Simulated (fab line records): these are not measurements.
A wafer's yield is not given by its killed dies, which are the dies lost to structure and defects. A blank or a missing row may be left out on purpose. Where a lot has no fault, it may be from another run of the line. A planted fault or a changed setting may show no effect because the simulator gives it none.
Check of tool commonality || flow sky130 || Sample size 12 lots and 36 wafers

REASON IT WAS OPENED
Of 12 lots, 4 have the reading NWELL_00_OVL flagged at SKY_NWELL_OVL_MEAS_10. Fault-free wafers read -0.1 nm, with a standard deviation of 1.2.
Rule: flag the lot when none of its wafers has a number, or when each of its wafers that has one lies beyond 4 standard deviations from that mean. The rest of the lots are taken to be sound.

{"lot": "L284", "measured": "day 4 16:48", "on": "overlay-02", "NWELL_00_OVL (nm), wafer by wafer": "0.0 0.4 -0.5", "flag": ""}
{"lot": "L287", "measured": "day 6 02:14", "on": "overlay-01", "NWELL_00_OVL (nm), wafer by wafer": "-2.1 0.4 0.0", "flag": ""}
{"lot": "L288", "measured": "day 6 03:22", "on": "overlay-02", "NWELL_00_OVL (nm), wafer by wafer": "-1.7 -1.8 -0.8", "flag": ""}
{"lot": "L290", "measured": "day 6 12:28", "on": "overlay-02", "NWELL_00_OVL (nm), wafer by wafer": "-0.8 0.5 -0.7", "flag": ""}
{"lot": "L291", "measured": "day 7 01:53", "on": "overlay-02", "NWELL_00_OVL (nm), wafer by wafer": "225.7 226.0 225.3", "flag": "FLAGGED"}
{"lot": "L292", "measured": "day 7 06:31", "on": "overlay-01", "NWELL_00_OVL (nm), wafer by wafer": "-0.7 0.1 -0.4", "flag": ""}
{"lot": "L294", "measured": "day 7 07:52", "on": "overlay-02", "NWELL_00_OVL (nm), wafer by wafer": "224.9 224.4 225.3", "flag": "FLAGGED"}
{"lot": "L295", "measured": "day 7 11:25", "on": "overlay-01", "NWELL_00_OVL (nm), wafer by wafer": "224.9 225.2 223.7", "flag": "FLAGGED"}
{"lot": "L297", "measured": "day 8 06:34", "on": "overlay-01", "NWELL_00_OVL (nm), wafer by wafer": "228.7 226.4 227.0", "flag": "FLAGGED"}
{"lot": "L303", "measured": "day 9 11:25", "on": "overlay-01", "NWELL_00_OVL (nm), wafer by wafer": "-1.0 0.4 1.0", "flag": ""}
{"lot": "L305", "measured": "day 9 22:57", "on": "overlay-01", "NWELL_00_OVL (nm), wafer by wafer": "0.1 0.2 -0.7", "flag": ""}
{"lot": "L306", "measured": "day 10 04:56", "on": "overlay-02", "NWELL_00_OVL (nm), wafer by wafer": "0.3 -1.2 -0.3", "flag": ""}
On average the flagged lots read 225.6 nm, which is +225.7 nm against the usual, or +99 or more standard deviations.

WHICH TOOL RAN EACH LOT
The record keeps 1 process step preceding the reading, out of 708 steps on the route. Cell contents, in order: the tool; ch with the chambers the sampled wafers went through; the start.
{"lot": "L284", "flag": "", "SKY_NWELL_EXPOSE_07": "iline-stepper-01 ch 0, day 4 08:54"}
{"lot": "L287", "flag": "", "SKY_NWELL_EXPOSE_07": "iline-stepper-02 ch 0, day 5 17:58"}
{"lot": "L288", "flag": "", "SKY_NWELL_EXPOSE_07": "iline-stepper-02 ch 0, day 5 18:27"}
{"lot": "L290", "flag": "", "SKY_NWELL_EXPOSE_07": "iline-stepper-02 ch 0, day 6 03:50"}
{"lot": "L291", "flag": "FLAGGED", "SKY_NWELL_EXPOSE_07": "iline-stepper-02 ch 0, day 6 16:42"}
{"lot": "L292", "flag": "", "SKY_NWELL_EXPOSE_07": "iline-stepper-01 ch 0, day 6 21:10"}
{"lot": "L294", "flag": "FLAGGED", "SKY_NWELL_EXPOSE_07": "iline-stepper-02 ch 0, day 6 21:58"}
{"lot": "L295", "flag": "FLAGGED", "SKY_NWELL_EXPOSE_07": "iline-stepper-02 ch 0, day 7 01:55"}
{"lot": "L297", "flag": "FLAGGED", "SKY_NWELL_EXPOSE_07": "iline-stepper-02 ch 0, day 7 20:47"}
{"lot": "L303", "flag": "", "SKY_NWELL_EXPOSE_07": "iline-stepper-01 ch 0, day 9 01:15"}
{"lot": "L305", "flag": "", "SKY_NWELL_EXPOSE_07": "iline-stepper-01 ch 0, day 9 12:04"}
{"lot": "L306", "flag": "", "SKY_NWELL_EXPOSE_07": "iline-stepper-01 ch 0, day 9 17:29"}
What is done by these steps:
- SKY_NWELL_EXPOSE_07: exposes mask NWM, target cd 840 nm.
- SKY_NWELL_OVL_MEAS_10

FLAGGED AGAINST TOTAL, ONE TOOL AT A TIME (gauges that did the reading follow at the end)
{"step": "SKY_NWELL_EXPOSE_07", "tool": "iline-stepper-01", "lots run": 5, "flagged": 0, "share of the flagged lots": "none", "sound lots run after its first flagged lot": "-"}
{"step": "SKY_NWELL_EXPOSE_07", "tool": "iline-stepper-02", "lots run": 7, "flagged": 4, "share of the flagged lots": "all", "sound lots run after its first flagged lot": 0}
{"step": "SKY_NWELL_OVL_MEAS_10", "tool": "overlay-01", "lots run": 6, "flagged": 2, "share of the flagged lots": "some", "sound lots run after its first flagged lot": "2 (L303,L305)"}
{"step": "SKY_NWELL_OVL_MEAS_10", "tool": "overlay-02", "lots run": 6, "flagged": 2, "share of the flagged lots": "some", "sound lots run after its first flagged lot": "1 (L306)"}

WHAT THE TABLE ALLOWS
In the table, 1 row covers all flagged lots: iline-stepper-02 at SKY_NWELL_EXPOSE_07.
- iline-stepper-02 at SKY_NWELL_EXPOSE_07: 4 of its 7 lots flagged. Last sound lot L290 at day 6 03:50, first flagged lot L291 at day 6 16:42; a fault beginning in between fits.
One tool is left: iline-stepper-02 at SKY_NWELL_EXPOSE_07.

WHAT THE SIMULATOR PUT IN
Scanner matching overlay: iline-stepper-02, from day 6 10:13 on, at SKY_NWELL_EXPOSE_07. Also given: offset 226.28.
Lots struck among those shown: L291, L294, L295, L297. The same result came from the rule above.
